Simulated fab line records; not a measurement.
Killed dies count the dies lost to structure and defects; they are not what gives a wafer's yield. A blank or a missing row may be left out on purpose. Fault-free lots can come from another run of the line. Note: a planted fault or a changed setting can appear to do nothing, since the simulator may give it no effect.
Chamber matching    flow sky130    4 sister chambers for SKY_VIA1_CMP_24 on cmp-01
The step polishes, stops on SiO2, t overpolish 15 s, target thk 0 nm. 8 wafers are shown with their chamber, then 7 later ones without.

## WAFERS, EACH WITH ITS CHAMBER
wafer   chamber  motor current A (A)  time to endpoint s (s)
L487.4  1        11.7                 55
L490.5  3        12.1                 63
L501.5  3        12.2                 58
L502.1  2        11.7                 68
L502.5  1        12.1                 59
L502.6  0        11.0                 64
L503.2  2        12.0                 68
L503.4  0        11.0                 66

## WAFERS WITHOUT THEIR CHAMBER
wafer   motor current A (A)  time to endpoint s (s)
L503.5  11.5                 71
L504.1  11.7                 69
L504.2  11.7                 60
L504.3  11.6                 68
L505.1  12.2                 63
L505.4  12.4                 69
L505.6  11.6                 60

## CHAMBER TAKEN BY EACH
wafer    from the rows above                 in truth
L503.5   can't be placed: 2 or 0             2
L504.1   2                                   2
L504.2   can't be placed: 1 or 3 or 2        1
L504.3   2                                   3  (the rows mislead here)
L505.1   can't be placed: 3 or 2 or 1        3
L505.4   can't be placed: 2 or 3             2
L505.6   can't be placed: 1 or 3 or 2 or 0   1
Correct placement for 1 of the 7. From these rows, 5 cannot be placed; in 5 the true chamber is one of the candidates. Wrongly placed: 1.
How it was worked out, from the rows above alone: a wafer's distance from a chamber is the root of the sum, over the readings, of the square of ((its reading less the chamber's mean) divided by the reading's scatter). If the next closest chamber is less than 2 further off than the closest, the wafer can't be placed; otherwise it belongs to the closest. A chamber's mean is the mean of its shown wafers. The scatter: take each reading less its chamber's mean, square it, sum over the shown wafers, divide by the number of wafers less the number of chambers, and take the root.
